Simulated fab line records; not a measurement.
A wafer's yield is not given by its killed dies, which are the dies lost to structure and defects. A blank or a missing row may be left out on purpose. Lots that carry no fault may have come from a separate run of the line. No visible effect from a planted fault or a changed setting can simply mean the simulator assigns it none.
Struck lot and sound lot, side by side + flow gf180mcu + 14 steps out of a route of 602
Sound: wafers L191.3, L191.4, L191.5. Wafers L204.4, L204.5, L204.6 were the ones struck. The cause is given at the end.
Each step with rows lists, per side, the tool, then ch with its chambers, then its first start. Under that, the readings that differ: sound wafers + struck wafers + difference of the means + sigmas: that difference in standard deviations of wafers without a fault.
alike: readings with means less than 2 such deviations apart, plus words and numbers identical on both sides. not compared: withheld readings, readings lacking a value on some wafer, bounds such as >300 that could conceal the same value, and numbers that have no deviation in the record and whose values overlap.
The two part at a step that has a row with sigmas, a row that says differs or no value, or rows on one side only. Numbers that have no deviation but don't overlap get no sigmas and don't part them. A reading missing from all wafers of one side parts the sides only when that side holds two or more wafers.

first, 2 steps without rows for these wafers: GF_M3_CLEAN_19 (cleans in DIW); GF_V3_CVD_00 (deposits SiO2, target thk 600 nm, time 100 s).
GF_V3_THK_MEAS_01:
  sound: film metro-01 at day 22 03:22; struck: film metro-02 at day 26 16:19
  alike: V3_CVD_00_THK
GF_V3_CVD_02: deposits SiO2 from TEOS, target thk 850 nm, time 94.851 s.
  sound on pecvd-03 ch 1,2, day 22 03:25; struck on pecvd-02 ch 0,1,2, day 26 16:22
  alike: heater power w
GF_V3_THK_MEAS_03:
  sound: film metro-01 at day 22 03:30; struck: film metro-04 at day 26 16:26
  alike: V3_CVD_02_THK
GF_V3_CMP_04: polishes SiO2.
  sound on cmp-02 ch 1,2,3, day 22 03:32; struck on cmp-01 ch 1,2,3, day 26 16:37
  alike: motor current A, retaining ring pressure frac, time to endpoint s
GF_V3_BOW_MEAS_05:
  sound: film metro-04 at day 22 03:53; struck: film metro-01 at day 26 16:50
  alike: V3_BOW
then, 5 steps without rows for these wafers: GF_V3_DEHYDRATE_06 (time 60 s); GF_V3_HMDS_07 (prime time 60 s); GF_V3_COAT_08; GF_V3_COAT_09 (resist thk 1019 nm); GF_V3_SOFTBAKE_10 (time 60 s).
GF_V3_EXPOSE_11: exposes mask Via3, target cd 260 nm.
  sound on krf scanner-01 ch 0, day 22 15:59; struck on krf scanner-01, day 27 03:10
  no value came back on the struck wafers for exposure dose mJ cm2, focus offset nm (nm), na; on the sound wafers exposure dose mJ cm2 reads 38.04 38.13 38.06
  alike: mask
then, 1 step without rows for these wafers: GF_V3_PEB_12 (peb time 90 s).

## WHERE THEY PART
Only at GF_V3_EXPOSE_11, within this record.

WHY: whatever the simulator had introduced
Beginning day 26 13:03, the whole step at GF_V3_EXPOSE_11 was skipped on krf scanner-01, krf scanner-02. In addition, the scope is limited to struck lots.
